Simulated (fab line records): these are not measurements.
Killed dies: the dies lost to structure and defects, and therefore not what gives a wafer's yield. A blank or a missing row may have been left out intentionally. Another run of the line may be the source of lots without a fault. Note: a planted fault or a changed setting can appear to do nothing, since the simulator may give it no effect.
Chamber matching + flow gf180mcu + 4 sister chambers for GF_V4_CMP_04 on cmp-01
The step polishes SiO2. 20 wafers are shown with their chamber, then 10 later ones without.

EACH WAFER AND ITS CHAMBER
| wafer  | chamber | motor current A (A) | retaining ring pressure frac | time to endpoint s (s) |
|--------|---------|---------------------|------------------------------|------------------------|
| L075.1 | 1       | 10.0                | 1.007                        | 75                     |
| L075.2 | 3       | 11.7                | 0.996                        | 78                     |
| L075.5 | 1       | 10.4                | 1.011                        | 73                     |
| L076.1 | 3       | 11.8                | 0.992                        | 72                     |
| L076.4 | 1       | 9.9                 | 1.004                        | 81                     |
| L076.5 | 3       | 12.2                | 0.993                        | 76                     |
| L078.1 | 2       | 12.6                | 1.006                        | 78                     |
| L078.3 | 3       | 11.4                | 0.995                        | 81                     |
| L078.6 | 0       | 11.8                | 1.000                        | 85                     |
| L081.3 | 2       | 12.5                | 1.000                        | 82                     |
| L081.4 | 3       | 11.7                | 0.993                        | 82                     |
| L081.5 | 1       | 9.9                 | 0.999                        | 86                     |
| L083.2 | 0       | 12.0                | 1.002                        | 78                     |
| L083.5 | 2       | 12.7                | 1.001                        | 84                     |
| L083.6 | 3       | 11.9                | 0.999                        | 83                     |
| L085.1 | 2       | 12.5                | 0.997                        | 81                     |
| L085.4 | 0       | 11.3                | 0.996                        | 84                     |
| L085.6 | 0       | 11.4                | 0.997                        | 83                     |
| L088.1 | 3       | 11.5                | 1.001                        | 72                     |
| L088.4 | 2       | 12.4                | 1.003                        | 74                     |

SIGNATURES (means of the wafers above)
| reading                      | chamber 0 | chamber 1 | chamber 2 | chamber 3 | scatter within a chamber |
|------------------------------|-----------|-----------|-----------|-----------|--------------------------|
| motor current A              | 11.625    | 10.050    | 12.540    | 11.743    | 0.246                    |
| retaining ring pressure frac | 0.99875   | 1.00525   | 1.00140   | 0.99557   | 0.00364                  |
| time to endpoint s           | 82.50     | 78.75     | 79.80     | 77.71     | 4.47                     |
Rule: for each reading, subtract the chamber's mean from the wafer's reading, divide by that reading's scatter and square the result; add these up over the readings and take the root, which gives the wafer's distance from the chamber. If the next closest chamber is less than 2 further off than the closest, the wafer can't be placed; otherwise it belongs to the closest. The scatter: take each reading less its chamber's mean, square it, sum over the shown wafers, divide by the number of wafers less the number of chambers, and take the root.

WAFERS WHOSE CHAMBER IS MISSING
| wafer  | motor current A (A) | retaining ring pressure frac | time to endpoint s (s) |
|--------|---------------------|------------------------------|------------------------|
| L088.6 | 10.0                | 0.997                        | 80                     |
| L090.4 | 10.7                | 1.004                        | 82                     |
| L090.5 | 9.8                 | 1.001                        | 84                     |
| L090.6 | 12.3                | 0.992                        | 85                     |
| L092.1 | 12.4                | 0.996                        | 77                     |
| L092.3 | 12.1                | 0.989                        | 80                     |
| L092.5 | 11.9                | 0.999                        | 84                     |
| L093.3 | 10.3                | 0.995                        | 77                     |
| L093.4 | 11.7                | 0.998                        | 88                     |
| L093.5 | 12.7                | 0.998                        | 87                     |

CHAMBER TAKEN BY EACH
| wafer  | from the rows above          | in truth |
|--------|------------------------------|----------|
| L088.6 | 1                            | 1        |
| L090.4 | can't be placed: 1 or 0      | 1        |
| L090.5 | 1                            | 1        |
| L090.6 | can't be placed: 3 or 2 or 0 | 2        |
| L092.1 | can't be placed: 2 or 3 or 0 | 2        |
| L092.3 | can't be placed: 3 or 0 or 2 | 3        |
| L092.5 | can't be placed: 0 or 3 or 2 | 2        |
| L093.3 | 1                            | 1        |
| L093.4 | can't be placed: 0 or 3      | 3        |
| L093.5 | 2                            | 2        |
4 of 10 placed correctly. From these rows, 6 cannot be placed; in 6 the true chamber is one of the candidates. Wrongly placed: 0.
